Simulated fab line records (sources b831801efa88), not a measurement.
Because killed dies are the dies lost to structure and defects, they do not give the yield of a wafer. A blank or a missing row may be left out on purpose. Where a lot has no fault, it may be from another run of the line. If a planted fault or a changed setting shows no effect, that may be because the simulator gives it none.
fab line records -- flow sky130
record lots=12, wafers=36, last-day=50
route steps=708 shown VT_ADJUST_LVTN@117 VT_ADJUST_NCORE@126 VT_ADJUST_PCH@151 PAD_OPEN@708
lots with no fault: from the same line, run without faults
start-h: hours from the record's first day to the start of the lot's first wafer shown -- wait-h: time in hours since the lot's previous step -- " identical to the entry in the row above -- L1.1+2: a row that stands for several wafers -- - value missing, or start not given -- * or withheld: withheld -- < > ~ a bound
route shown NAME@n: NAME is a module with steps in the file, n the number in the route of the first one -- usual: the fault-free wafers' mean and standard deviation -- same: alike in all rows -- chamber/n: place in a boat -- sites: per-site readings -- _std_site: their standard deviation -- _edge_site: mean of outer sites minus mean of inner sites -- radius-mm: for every site, how far away it sits from the centre of the wafer -- mask NAME#n: copy n -- behind: the last tool/chamber to shape the wafer -- hold: the reason the lot was held/the length of the hold in hours/how it ended -- device: names the non-switching transistor (n, p or np) -- end of line: the tests these same wafers got at the end of their route -- for a step that has no rows: nothing shown but its recipe -- killed: not the wafer's yield, but the dies lost to structure and defects at the first sort -- map: dies across one wafer; x = killed, . = not, _ = none there
set.NAME: the setting that was run; set.NAME@STEP: the one run at that earlier step -- model.NAME: the simulator's own value behind a step, which no gauge read
one table for each step of the route and one row for each wafer, over a sample of lots
services: a tool's chamber out of use, with start hour (start-h, from the record's first day; less than 0 if before it), hours out, and reason
## steps
# step SKY_VT_ADJUST_LVTN_STRIP_20
# recipe chemistry=O2/N2, power-w=1400, pressure-mtorr=1500, platen-temp-c=withheld, o2-flow-sccm=3000, n2-flow-sccm=300, overash-fraction=0.5
# usual drypump-motor-current-A=5.7/0.42, n2-flow-sccm=299.8/0.79, oes-product-au=0.716/0.0043, strip-time-to-endpoint-s=14.17/0.038
lot.wafer,tool,chamber,start-h,wait-h,drypump-motor-current-A,n2-flow-sccm,oes-product-au,rf-hours-counter-h,strip-time-to-endpoint-s
L668.2,plasma-asher-04,0,161.75,0.1,5.6,298.9,0.717,36,14.15
L668.3,plasma-asher-04,0,161.75,0.1,5.6,300.4,0.722,-,14.16
L668.6,plasma-asher-04,0,161.75,0.1,5.6,299.9,0.712,-,14.17
L671.4,plasma-asher-04,0,182.86,0.1,5.6,300.2,0.715,-,14.24
L671.5,plasma-asher-04,1,182.86,0.1,6.3,300.7,0.724,-,14.21
L671.6,plasma-asher-04,0,182.86,0.1,5.6,298.3,0.721,-,14.21
L672.1,plasma-asher-02,0,189.48,0.1,5.2,299.4,0.713,6,14.16
L672.2,plasma-asher-02,1,189.48,0.1,6.2,300.6,0.709,6,14.18
L672.3,plasma-asher-02,0,189.48,0.1,5.3,300.2,0.720,-,14.15
L678.4,plasma-asher-04,0,226.48,0.1,5.6,300.2,0.718,-,14.16
L678.5,plasma-asher-04,0,226.48,0.1,5.6,299.4,0.711,-,14.15
L678.6,plasma-asher-04,1,226.48,0.1,6.3,299.2,0.722,-,14.14
L681.3,plasma-asher-02,1,250.38,0.1,6.1,300.2,0.709,-,14.21
L681.5,plasma-asher-02,0,250.38,0.1,5.3,297.8,0.715,-,14.15
L681.6,plasma-asher-02,1,250.38,0.1,6.1,300.4,0.716,-,14.16
L682.1,plasma-asher-02,0,252.02,0.1,5.3,300.0,0.719,13,14.20
L682.2,plasma-asher-02,1,252.02,0.1,6.2,300.7,0.718,13,14.21
L682.3,plasma-asher-02,1,252.02,0.1,6.2,300.4,0.715,-,14.20
L686.1,plasma-asher-04,0,278.98,0.1,5.6,300.3,0.723,48,14.10
L686.3,plasma-asher-04,1,278.98,0.1,6.3,300.9,0.711,-,14.13
L686.6,plasma-asher-04,0,278.98,0.1,5.6,299.9,0.718,-,14.13
L687.1,plasma-asher-04,1,288.75,0.1,6.3,299.3,0.723,48,14.19
L687.2,plasma-asher-04,0,288.75,0.1,5.6,300.2,0.715,48,14.18
L687.3,plasma-asher-04,1,288.75,0.1,6.4,300.4,0.709,-,14.15
L688.4,plasma-asher-03,1,298.63,0.1,5.2,299.3,0.718,-,14.22
L688.5,plasma-asher-03,1,298.63,0.1,5.3,300.1,0.715,-,14.22
L688.6,plasma-asher-03,0,298.63,0.1,5.7,299.7,0.717,-,14.19
L689.3,plasma-asher-03,0,304.43,0.1,5.7,300.0,0.710,-,14.23
L689.5,plasma-asher-03,0,304.43,0.1,5.7,300.2,0.712,-,14.21
L689.6,plasma-asher-03,1,304.43,0.1,5.3,299.3,0.717,-,14.20
L690.2,plasma-asher-03,0,309.18,0.1,5.7,300.2,0.710,61,14.11
L690.4,plasma-asher-03,0,309.18,0.1,5.7,299.8,0.710,-,14.10
L690.5,plasma-asher-03,0,309.18,0.1,5.7,300.0,0.718,-,14.14
L691.2,plasma-asher-03,1,315.62,0.1,5.3,301.9,0.714,61,14.18
L691.4,plasma-asher-03,0,315.62,0.1,5.7,299.4,0.724,-,14.13
L691.6,plasma-asher-03,0,315.62,0.1,5.7,299.1,0.714,-,14.16
# step SKY_VT_ADJUST_LVTN_TW_MEAS_21
# usual VT_ADJUST_LVTN_2_TW=188.0/1.1
lot.wafer,tool,chamber,start-h,wait-h,VT_ADJUST_LVTN_2_TW
L668.2,film-metro-01,-,161.86,0.1,185.9
L668.3,film-metro-01,-,161.86,0.1,186.7
L668.6,film-metro-01,-,161.86,0.1,186.4
L671.4,film-metro-01,-,182.96,0.1,186.4
L671.5,film-metro-01,-,182.96,0.1,186.8
L671.6,film-metro-01,-,182.96,0.1,187.0
L672.1,film-metro-01,-,189.58,0.1,186.9
L672.2,film-metro-01,-,189.58,0.1,186.8
L672.3,film-metro-01,-,189.58,0.1,187.0
L678.4,film-metro-01,-,226.58,0.1,188.6
L678.5,film-metro-01,-,226.58,0.1,188.4
L678.6,film-metro-01,-,226.58,0.1,188.5
L681.3,film-metro-04,-,250.47,0.1,185.8
L681.5,film-metro-04,-,250.47,0.1,186.4
L681.6,film-metro-04,-,250.47,0.1,187.7
L682.1,film-metro-02,-,252.12,0.1,188.2
L682.2,film-metro-02,-,252.12,0.1,189.5
L682.3,film-metro-02,-,252.12,0.1,189.8
L686.1,film-metro-01,-,279.08,0.1,187.3
L686.3,film-metro-01,-,279.08,0.1,187.5
L686.6,film-metro-01,-,279.08,0.1,186.7
L687.1,film-metro-02,-,288.85,0.1,189.5
L687.2,film-metro-02,-,288.85,0.1,189.6
L687.3,film-metro-02,-,288.85,0.1,190.2
L688.4,film-metro-01,-,298.73,0.1,188.4
L688.5,film-metro-01,-,298.73,0.1,188.2
L688.6,film-metro-01,-,298.73,0.1,188.9
L689.3,film-metro-02,-,304.52,0.1,188.7
L689.5,film-metro-02,-,304.52,0.1,188.9
L689.6,film-metro-02,-,304.52,0.1,189.5
L690.2,film-metro-01,-,309.29,0.1,188.5
L690.4,film-metro-01,-,309.29,0.1,188.1
L690.5,film-metro-01,-,309.29,0.1,188.4
L691.2,film-metro-02,-,315.73,0.1,189.0
L691.4,film-metro-02,-,315.73,0.1,188.6
L691.6,film-metro-02,-,315.73,0.1,189.4
# step SKY_VT_ADJUST_NCORE_CD_MEAS_07
# recipe target-cd-nm=380
# usual cd-nm=380.6/2.8
lot.wafer,tool,chamber,start-h,wait-h,cd-nm
L668.2,cd-sem-02,-,180.68,0.1,378.6
L668.3,cd-sem-02,-,180.68,0.1,378.7
L668.6,cd-sem-02,-,180.68,0.1,377.1
L671.4,cd-sem-01,-,203.57,0.1,384.1
L671.5,cd-sem-01,-,203.57,0.1,379.4
L671.6,cd-sem-01,-,203.57,0.1,382.5
L672.1,cd-sem-01,-,211.08,0.1,376.5
L672.2,cd-sem-01,-,211.08,0.1,378.1
L672.3,cd-sem-01,-,211.08,0.1,379.8
L678.4,cd-sem-02,-,248.47,0.1,378.3
L678.5,cd-sem-02,-,248.47,0.1,379.0
L678.6,cd-sem-02,-,248.47,0.1,381.1
L681.3,cd-sem-01,-,274.09,0.1,377.5
L681.5,cd-sem-01,-,274.09,0.1,378.5
L681.6,cd-sem-01,-,274.09,0.1,378.6
L682.1,cd-sem-02,-,276.14,0.1,378.4
L682.2,cd-sem-02,-,276.14,0.1,377.6
L682.3,cd-sem-02,-,276.14,0.1,378.2
L686.1,cd-sem-02,-,303.91,0.1,381.3
L686.3,cd-sem-02,-,303.91,0.1,380.5
L686.6,cd-sem-02,-,303.91,0.1,381.1
L687.1,cd-sem-02,-,314.33,0.1,377.4
L687.2,cd-sem-02,-,314.33,0.1,377.8
L687.3,cd-sem-02,-,314.33,0.1,379.5
L688.4,cd-sem-01,-,324.84,0.1,381.9
L688.5,cd-sem-01,-,324.84,0.1,382.3
L688.6,cd-sem-01,-,324.84,0.1,382.7
L689.3,cd-sem-02,-,330.63,0.1,382.2
L689.5,cd-sem-02,-,330.63,0.1,381.6
L689.6,cd-sem-02,-,330.63,0.1,380.0
L690.2,cd-sem-02,-,335.61,0.1,382.1
L690.4,cd-sem-02,-,335.61,0.1,383.1
L690.5,cd-sem-02,-,335.61,0.1,384.0
L691.2,cd-sem-01,-,342.76,0.1,385.0
L691.4,cd-sem-01,-,342.76,0.1,387.9
L691.6,cd-sem-01,-,342.76,0.1,387.8
# step SKY_VT_ADJUST_PCH_IMPLANT_08
# recipe species=B, energy-kev=10, dose-cm2=5e+11, tilt-deg=withheld
# usual beam-on-s=10.00/0.22, dose-ions-cm2=5e+11/4.7e+08, faraday-current-uA=2.82/0.061
lot.wafer,tool,chamber,start-h,wait-h,beam-on-s,dose-ions-cm2,faraday-current-uA
L668.2,implanter-02,0,224.42,0.0,10.55,5.003e+11,2.66
L668.3,implanter-02,0,224.42,0.0,9.81,4.994e+11,2.87
L668.6,implanter-02,0,224.42,0.0,10.02,4.997e+11,2.83
L671.4,implanter-03,0,249.26,0.1,10.15,4.999e+11,2.78
L671.5,implanter-03,0,249.26,0.1,10.11,4.996e+11,2.79
L671.6,implanter-03,0,249.26,0.1,10.16,5.003e+11,2.77
L672.1,implanter-03,0,255.70,0.0,10.36,5e+11,2.73
L672.2,implanter-03,0,255.70,0.0,9.93,4.995e+11,2.84
L672.3,implanter-03,0,255.70,0.0,9.92,5.008e+11,2.85
L678.4,implanter-02,0,298.26,0.1,10.31,6.66e+11,3.64
L678.5,implanter-02,0,298.26,0.1,9.90,6.667e+11,3.80
L678.6,implanter-02,0,298.26,0.1,10.55,6.668e+11,3.55
L681.3,implanter-02,0,326.15,0.1,9.74,6.667e+11,3.84
L681.5,implanter-02,0,326.15,0.1,9.79,6.667e+11,3.83
L681.6,implanter-02,0,326.15,0.1,9.94,6.661e+11,3.78
L682.1,implanter-02,0,328.63,0.0,9.73,6.672e+11,3.86
L682.2,implanter-02,0,328.63,0.0,10.15,6.671e+11,3.71
L682.3,implanter-02,0,328.63,0.0,10.22,6.673e+11,3.68
L686.1,implanter-03,0,358.63,0.0,10.05,4.994e+11,2.80
L686.3,implanter-03,0,358.63,0.0,10.16,4.995e+11,2.76
L686.6,implanter-03,0,358.63,0.0,10.03,4.99e+11,2.82
L687.1,implanter-03,0,369.65,0.0,9.69,5e+11,2.91
L687.2,implanter-03,0,369.65,0.0,9.50,4.994e+11,2.96
L687.3,implanter-03,0,369.65,0.0,10.01,5.001e+11,2.81
L688.4,implanter-02,0,380.77,0.1,9.82,4.996e+11,2.87
L688.5,implanter-02,0,380.77,0.1,10.06,4.994e+11,2.79
L688.6,implanter-02,0,380.77,0.1,9.89,4.994e+11,2.85
L689.3,implanter-02,0,386.83,0.1,9.94,4.997e+11,2.83
L689.5,implanter-02,0,386.83,0.1,10.06,4.997e+11,2.81
L689.6,implanter-02,0,386.83,0.1,9.99,5e+11,2.81
L690.2,implanter-02,0,391.45,0.0,10.14,5.001e+11,2.78
L690.4,implanter-02,0,391.45,0.0,9.92,5e+11,2.85
L690.5,implanter-02,0,391.45,0.0,9.92,4.994e+11,2.84
L691.2,implanter-02,0,399.97,0.0,9.58,4.996e+11,2.93
L691.4,implanter-02,0,399.97,0.0,10.01,4.994e+11,2.81
L691.6,implanter-02,0,399.97,0.0,10.20,4.997e+11,2.78
# step SKY_VT_ADJUST_PCH_TW_MEAS_10
# usual VT_ADJUST_PCH_TW=143.0/0.65
lot.wafer,tool,chamber,start-h,wait-h,VT_ADJUST_PCH_TW
L668.2,film-metro-01,-,224.72,0.1,142.9
L668.3,film-metro-01,-,224.72,0.1,143.6
L668.6,film-metro-01,-,224.72,0.1,142.9
L671.4,film-metro-03,-,249.46,0.1,142.9
L671.5,film-metro-03,-,249.46,0.1,143.0
L671.6,film-metro-03,-,249.46,0.1,143.4
L672.1,film-metro-02,-,255.95,0.1,143.8
L672.2,film-metro-02,-,255.95,0.1,143.5
L672.3,film-metro-02,-,255.95,0.1,144.5
L678.4,film-metro-03,-,298.46,0.1,153.5
L678.5,film-metro-03,-,298.46,0.1,154.0
L678.6,film-metro-03,-,298.46,0.1,153.4
L681.3,film-metro-02,-,326.37,0.1,153.8
L681.5,film-metro-02,-,326.37,0.1,153.7
L681.6,film-metro-02,-,326.37,0.1,153.8
L682.1,film-metro-02,-,328.88,0.1,154.3
L682.2,film-metro-02,-,328.88,0.1,154.5
L682.3,film-metro-02,-,328.88,0.1,154.9
L686.1,film-metro-02,-,358.88,0.1,143.6
L686.3,film-metro-02,-,358.88,0.1,142.3
L686.6,film-metro-02,-,358.88,0.1,143.4
L687.1,film-metro-03,-,369.90,0.1,144.0
L687.2,film-metro-03,-,369.90,0.1,144.1
L687.3,film-metro-03,-,369.90,0.1,143.8
L688.4,film-metro-01,-,380.98,0.1,142.9
L688.5,film-metro-01,-,380.98,0.1,142.3
L688.6,film-metro-01,-,380.98,0.1,141.9
L689.3,film-metro-03,-,387.05,0.1,141.9
L689.5,film-metro-03,-,387.05,0.1,142.5
L689.6,film-metro-03,-,387.05,0.1,142.1
L690.2,film-metro-02,-,391.69,0.1,143.4
L690.4,film-metro-02,-,391.69,0.1,143.4
L690.5,film-metro-02,-,391.69,0.1,143.2
L691.2,film-metro-01,-,400.21,0.1,143.0
L691.4,film-metro-01,-,400.21,0.1,141.8
L691.6,film-metro-01,-,400.21,0.1,142.6
# step SKY_PAD_OPEN_PROBE_99
# usual killed_at_M0_to_M3=44/6.3, killed_at_M4_up=3.1/2, killed-at-contacts=24/4.8, killed-at-front-end=15/4.6, killed-at-other=0.2/0.51, killed-dies=87/8.4, killed-open=48/6.4, killed-short=39/5.9
# same gross-dies=492, killed-at-back-side=0
lot.wafer,tool,chamber,start-h,wait-h,killed_at_M0_to_M3,killed_at_M4_up,killed-at-contacts,killed-at-front-end,killed-at-other,killed-dies,killed-open,killed-short
L668.2,prober-02,-,1070.57,0.1,39,7,19,9,0,74,45,29
L668.3,prober-02,-,1070.62,0.2,42,4,25,14,1,86,48,38
L668.6,prober-02,-,1070.77,0.2,49,3,14,15,0,81,47,34
L671.4,prober-01,-,1097.54,0.2,44,2,20,16,0,82,49,33
L671.5,prober-01,-,1097.59,0.2,41,5,15,25,0,86,45,41
L671.6,prober-01,-,1097.64,0.2,36,6,21,21,0,84,51,33
L672.1,prober-02,-,1099.95,0.1,31,5,23,15,1,75,37,38
L672.2,prober-02,-,1100.00,0.1,28,4,29,18,0,79,37,42
L672.3,prober-02,-,1100.05,0.2,38,2,31,18,0,89,56,33
L678.4,prober-02,-,1137.80,0.2,54,5,18,26,0,103,50,53
L678.5,prober-02,-,1137.85,0.2,45,4,23,16,0,88,50,38
L678.6,prober-02,-,1137.90,0.2,45,0,17,11,1,74,46,28
L681.3,prober-01,-,1152.31,0.2,43,3,19,12,1,78,39,39
L681.5,prober-01,-,1152.41,0.2,50,2,29,10,2,93,53,40
L681.6,prober-01,-,1152.46,0.2,41,4,26,16,0,87,50,37
L682.1,prober-02,-,1154.45,0.1,48,6,25,15,0,94,54,40
L682.2,prober-02,-,1154.50,0.1,55,2,17,16,0,90,43,47
L682.3,prober-02,-,1154.55,0.2,43,0,21,14,0,78,40,38
L686.1,prober-01,-,1176.33,0.1,44,4,29,10,0,87,45,42
L686.3,prober-01,-,1176.43,0.2,33,1,33,18,1,86,38,48
L686.6,prober-01,-,1176.58,0.2,40,2,26,23,1,92,53,39
L687.1,prober-01,-,1178.65,0.1,51,4,35,15,0,105,54,51
L687.2,prober-01,-,1178.70,0.1,40,6,23,21,1,91,45,46
L687.3,prober-01,-,1178.75,0.2,43,1,28,19,0,91,54,37
L688.4,prober-02,-,1188.10,0.2,40,6,19,15,0,80,41,39
L688.5,prober-02,-,1188.15,0.2,30,1,26,12,0,69,43,26
L688.6,prober-02,-,1188.20,0.2,40,4,23,18,0,85,37,48
L689.3,prober-01,-,1188.69,0.2,40,3,22,21,1,87,52,35
L689.5,prober-01,-,1188.79,0.2,48,4,26,27,0,105,54,51
L689.6,prober-01,-,1188.84,0.2,40,2,24,6,0,72,44,28
L691.2,prober-02,-,1194.90,0.1,44,2,27,20,1,94,48,46
L691.4,prober-02,-,1195.00,0.2,53,4,22,24,0,103,54,49
L691.6,prober-02,-,1195.10,0.2,60,2,21,15,0,98,59,39
L690.2,prober-01,-,1197.85,0.1,45,5,28,10,0,88,46,42
L690.4,prober-01,-,1197.95,0.2,38,5,19,16,0,78,39,39
L690.5,prober-01,-,1198.00,0.2,46,4,17,17,0,84,43,41
# killed by level:class
L668.2 CONTACT:geometric-particle:open=10 VIA1:geometric-particle:open=10 VIA3:geometric-particle:open=7 METAL2:geometric-particle:short=5 VIA2:geometric-particle:open=5 METAL1:geometric-particle:short=4 VIA2:geometric-particle:short=4 METAL4:geometric-particle:short=4
L668.3 VIA1:geometric-particle:open=13 LI_CONTACT:geometric-particle:open=8 CONTACT:geometric-particle:open=7 VIA3:geometric-particle:open=6 METAL1:geometric-particle:short=6 FIELD_ISO:geometric-particle:open=5 LI_CONTACT:geometric-particle:short=5 METAL2:geometric-particle:short=5
L668.6 VIA1:geometric-particle:open=14 VIA3:geometric-particle:open=8 LI_CONTACT:geometric-particle:open=5 VIA2:geometric-particle:open=4 METAL1:geometric-particle:short=4 VIA3:geometric-particle:short=4 FIELD_ISO:geometric-particle:open=3 FIELD_ISO:geometric-particle:short=3
L671.4 CONTACT:geometric-particle:open=10 METAL2:geometric-particle:short=8 VIA2:geometric-particle:open=8 VIA3:geometric-particle:open=7 VIA1:geometric-particle:open=7 LI_CONTACT:geometric-particle:open=6 VIA2:geometric-particle:short=6 FIELD_ISO:geometric-particle:short=5
L671.5 FIELD_ISO:geometric-particle:open=10 METAL1:geometric-particle:short=8 VIA1:geometric-particle:open=8 VIA3:geometric-particle:open=6 POLY_GATE:geometric-particle:open=5 CONTACT:geometric-particle:open=5 VIA3:geometric-particle:short=5 POLY_GATE:geometric-particle:short=4
L671.6 CONTACT:geometric-particle:open=9 VIA3:geometric-particle:open=8 FIELD_ISO:geometric-particle:short=6 VIA2:geometric-particle:open=6 FIELD_ISO:geometric-particle:open=5 POLY_GATE:geometric-particle:open=5 VIA1:geometric-particle:open=5 LI_CONTACT:geometric-particle:open=4
L672.1 CONTACT:geometric-particle:open=11 METAL2:geometric-particle:short=7 VIA3:geometric-particle:open=7 FIELD_ISO:geometric-particle:short=6 CONTACT:geometric-particle:short=5 POLY_GATE:geometric-particle:open=4 VIA2:geometric-particle:short=4 LOCAL_INTERCONNECT:geometric-particle:short=4
L672.2 LI_CONTACT:geometric-particle:open=8 CONTACT:geometric-particle:open=7 FIELD_ISO:geometric-particle:short=6 LOCAL_INTERCONNECT:geometric-particle:short=6 VIA2:geometric-particle:open=6 LI_CONTACT:geometric-particle:short=4 METAL1:geometric-particle:short=4 METAL4:geometric-particle:short=4
L672.3 CONTACT:geometric-particle:open=17 VIA1:geometric-particle:open=12 POLY_GATE:geometric-particle:open=5 LOCAL_INTERCONNECT:geometric-particle:short=5 VIA3:geometric-particle:open=5 FIELD_ISO:geometric-particle:short=4 FIELD_ISO:geometric-particle:open=4 LI_CONTACT:geometric-particle:open=4
L678.4 VIA1:geometric-particle:open=20 VIA3:geometric-particle:short=7 POLY_GATE:geometric-particle:short=6 LI_CONTACT:geometric-particle:open=6 VIA1:geometric-particle:short=6 LOCAL_INTERCONNECT:geometric-particle:short=5 VIA3:geometric-particle:open=5 SONOS_ONO:geometric-particle:short=4
L678.5 CONTACT:geometric-particle:open=10 VIA3:geometric-particle:open=9 VIA1:geometric-particle:open=9 METAL2:geometric-particle:short=7 LI_CONTACT:geometric-particle:open=6 POLY_GATE:geometric-particle:short=5 CONTACT:geometric-particle:short=5 VIA1:geometric-particle:short=5
L678.6 VIA1:geometric-particle:open=10 VIA2:geometric-particle:open=7 LI_CONTACT:geometric-particle:open=6 CONTACT:geometric-particle:open=6 VIA3:geometric-particle:short=5 VIA3:geometric-particle:open=5 FIELD_ISO:geometric-particle:open=4 VIA1:geometric-particle:short=4
L681.3 VIA1:geometric-particle:open=8 VIA2:geometric-particle:open=8 VIA1:geometric-particle:short=8 LOCAL_INTERCONNECT:geometric-particle:short=6 VIA3:geometric-particle:open=6 METAL1:geometric-particle:short=5 FIELD_ISO:geometric-particle:open=4 CONTACT:geometric-particle:open=4
L681.5 VIA1:geometric-particle:open=14 CONTACT:geometric-particle:open=12 VIA1:geometric-particle:short=10 LI_CONTACT:geometric-particle:open=9 VIA3:geometric-particle:open=9 SPACER:geometric-particle:open=4 LI_CONTACT:geometric-particle:short=4 METAL1:geometric-particle:short=4
L681.6 VIA1:geometric-particle:open=12 METAL1:geometric-particle:short=8 LI_CONTACT:geometric-particle:open=7 CONTACT:geometric-particle:open=7 CONTACT:geometric-particle:short=5 VIA3:geometric-particle:open=5 POLY_GATE:geometric-particle:open=4 LOCAL_INTERCONNECT:geometric-particle:open=4
L682.1 CONTACT:geometric-particle:open=15 VIA1:geometric-particle:open=8 VIA3:geometric-particle:open=7 METAL1:geometric-particle:short=6 LI_CONTACT:geometric-particle:open=5 VIA2:geometric-particle:short=5 VIA2:geometric-particle:open=5 METAL2:geometric-particle:short=5
L682.2 METAL1:geometric-particle:short=9 VIA2:geometric-particle:open=8 VIA3:geometric-particle:open=6 VIA2:geometric-particle:short=6 POLY_GATE:geometric-particle:open=5 CONTACT:geometric-particle:short=5 VIA1:geometric-particle:open=5 CONTACT:geometric-particle:open=4
L682.3 CONTACT:geometric-particle:open=9 VIA1:geometric-particle:open=8 VIA2:geometric-particle:short=5 LI_CONTACT:geometric-particle:open=5 LOCAL_INTERCONNECT:geometric-particle:short=5 METAL1:geometric-particle:short=5 FIELD_ISO:geometric-particle:short=4 METAL2:geometric-particle:short=4
L686.1 VIA1:geometric-particle:open=12 VIA3:geometric-particle:open=11 LI_CONTACT:geometric-particle:open=9 METAL2:geometric-particle:short=8 CONTACT:geometric-particle:short=7 CONTACT:geometric-particle:open=6 LOCAL_INTERCONNECT:geometric-particle:short=4 METAL1:geometric-particle:short=4
L686.3 CONTACT:geometric-particle:open=11 FIELD_ISO:geometric-particle:short=9 VIA1:geometric-particle:open=8 LOCAL_INTERCONNECT:geometric-particle:short=7 CONTACT:geometric-particle:short=7 VIA1:geometric-particle:short=6 METAL1:geometric-particle:short=5 VIA3:geometric-particle:open=5
L686.6 CONTACT:geometric-particle:open=10 VIA1:geometric-particle:open=10 FIELD_ISO:geometric-particle:open=9 LI_CONTACT:geometric-particle:open=6 METAL2:geometric-particle:short=5 LOCAL_INTERCONNECT:geometric-particle:short=5 VIA3:geometric-particle:open=5 POLY_GATE:geometric-particle:open=4
L687.1 VIA1:geometric-particle:open=17 LI_CONTACT:geometric-particle:open=12 VIA1:geometric-particle:short=7 FIELD_ISO:geometric-particle:open=6 LOCAL_INTERCONNECT:geometric-particle:short=6 CONTACT:geometric-particle:short=6 VIA3:geometric-particle:open=6 LI_CONTACT:geometric-particle:short=5
L687.2 METAL1:geometric-particle:short=10 VIA1:geometric-particle:open=8 CONTACT:geometric-particle:open=7 VIA3:geometric-particle:open=7 FIELD_ISO:geometric-particle:open=6 FIELD_ISO:geometric-particle:short=6 LOCAL_INTERCONNECT:geometric-particle:short=6 VIA2:geometric-particle:open=5
L687.3 VIA1:geometric-particle:open=16 LI_CONTACT:geometric-particle:open=10 FIELD_ISO:geometric-particle:open=7 VIA1:geometric-particle:short=7 CONTACT:geometric-particle:open=7 FIELD_ISO:geometric-particle:short=6 LI_CONTACT:geometric-particle:short=4 CONTACT:geometric-particle:short=4
L688.4 VIA1:geometric-particle:open=10 CONTACT:geometric-particle:open=7 CONTACT:geometric-particle:short=7 FIELD_ISO:geometric-particle:open=5 VIA2:geometric-particle:open=5 VIA3:geometric-particle:open=5 VIA1:geometric-particle:short=4 METAL3:geometric-particle:short=4
L688.5 CONTACT:geometric-particle:open=10 VIA2:geometric-particle:open=8 LI_CONTACT:geometric-particle:open=6 METAL1:geometric-particle:short=5 VIA1:geometric-particle:open=4 POLY_GATE:geometric-particle:open=4 LOCAL_INTERCONNECT:geometric-particle:short=4 VIA3:geometric-particle:open=4
L688.6 METAL2:geometric-particle:short=9 CONTACT:geometric-particle:open=7 VIA3:geometric-particle:open=7 FIELD_ISO:geometric-particle:short=6 CONTACT:geometric-particle:short=6 VIA1:geometric-particle:open=6 POLY_GATE:geometric-particle:short=5 LI_CONTACT:geometric-particle:open=5
L689.3 VIA1:geometric-particle:open=13 CONTACT:geometric-particle:open=8 VIA3:geometric-particle:open=7 POLY_GATE:geometric-particle:open=6 FIELD_ISO:geometric-particle:open=5 LI_CONTACT:geometric-particle:open=5 LOCAL_INTERCONNECT:geometric-particle:short=5 FIELD_ISO:geometric-particle:short=4
L689.5 VIA1:geometric-particle:open=13 POLY_GATE:geometric-particle:short=9 VIA3:geometric-particle:open=9 CONTACT:geometric-particle:open=9 VIA1:geometric-particle:short=8 LOCAL_INTERCONNECT:geometric-particle:short=6 VIA2:geometric-particle:open=6 FIELD_ISO:geometric-particle:open=5
L689.6 VIA1:geometric-particle:open=10 CONTACT:geometric-particle:open=9 LI_CONTACT:geometric-particle:open=8 METAL1:geometric-particle:short=7 VIA3:geometric-particle:open=7 FIELD_ISO:geometric-particle:short=4 VIA2:geometric-particle:open=4 VIA3:geometric-particle:short=4
L691.2 CONTACT:geometric-particle:open=11 VIA1:geometric-particle:open=9 VIA1:geometric-particle:short=9 POLY_GATE:geometric-particle:open=8 LI_CONTACT:geometric-particle:open=7 POLY_GATE:geometric-particle:short=6 METAL2:geometric-particle:short=6 VIA2:geometric-particle:open=6
L691.4 VIA2:geometric-particle:open=11 VIA1:geometric-particle:open=10 METAL1:geometric-particle:short=9 VIA1:geometric-particle:short=7 CONTACT:geometric-particle:open=7 LI_CONTACT:geometric-particle:open=6 VIA2:geometric-particle:short=5 FIELD_ISO:geometric-particle:open=4
L691.6 VIA1:geometric-particle:open=22 CONTACT:geometric-particle:open=10 VIA3:geometric-particle:open=8 METAL1:geometric-particle:short=7 METAL2:geometric-particle:short=6 FIELD_ISO:geometric-particle:short=5 CONTACT:geometric-particle:short=5 VIA1:geometric-particle:short=5
L690.2 VIA1:geometric-particle:open=13 CONTACT:geometric-particle:open=8 LI_CONTACT:geometric-particle:open=6 LOCAL_INTERCONNECT:geometric-particle:short=6 VIA1:geometric-particle:short=5 POLY_GATE:geometric-particle:open=4 LI_CONTACT:geometric-particle:short=4 CONTACT:geometric-particle:short=4
L690.4 FIELD_ISO:geometric-particle:short=10 CONTACT:geometric-particle:open=9 VIA1:geometric-particle:open=7 VIA3:geometric-particle:open=7 METAL1:geometric-particle:short=6 VIA1:geometric-particle:short=5 VIA2:geometric-particle:open=5 CONTACT:geometric-particle:short=4
L690.5 VIA1:geometric-particle:open=12 LOCAL_INTERCONNECT:geometric-particle:short=6 METAL2:geometric-particle:short=6 CONTACT:geometric-particle:open=5 VIA2:geometric-particle:open=5 POLY_GATE:geometric-particle:short=4 METAL1:geometric-particle:short=4 VIA1:geometric-particle:short=4
## services
tool,chamber,start-h,hours,kind
implanter-02,-,147.62,3.4,pm
implanter-02,-,192.79,5.4,pm
plasma-asher-03,-,258.69,12.5,repair
implanter-02,-,294.29,3.8,repair
plasma-asher-02,-,303.91,1.5,repair
implanter-03,-,326.95,16.5,pm
implanter-02,-,381.26,1.4,repair
## key
first-sign step=SKY_VT_ADJUST_PCH_IMPLANT_08, reading=dose-ions-cm2, direction=up, sigmas=99+, usual=*, struck=*
effect step=SKY_VT_ADJUST_PCH_IMPLANT_08, reading=faraday-current-uA, direction=up, sigmas=15, usual=2.82, struck=3.74
effect step=SKY_VT_ADJUST_PCH_TW_MEAS_10, reading=VT_ADJUST_PCH_TW, direction=up, sigmas=17, usual=143.0, struck=154.0
met-at SKY_VT_ADJUST_PCH_IMPLANT_08
struck-lots L678,L681,L682
tester-left-out L678,L681,L682
not-acting-at SKY_VT_ADJUST_LVTN_STRIP_20,SKY_VT_ADJUST_LVTN_TW_MEAS_21,SKY_VT_ADJUST_NCORE_CD_MEAS_07
onset-between 224.42 298.26
fault kind=process-parameter-drift, tool=implanter-02, chamber=-, onset-h=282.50, steps=SKY_VT_ADJUST_PCH_IMPLANT_08, channel=dose-cm2, offset=*, shape=step, end-h=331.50, acts-in=*, stated=*
# tester-left-out: of these lots the tester's yield and bins aren't shown, on N5 and GAA mostly nor the transistor test; their killed dies are dies lost to structure and defects alone, not to doping, threshold or leakage, so they don't give the yield
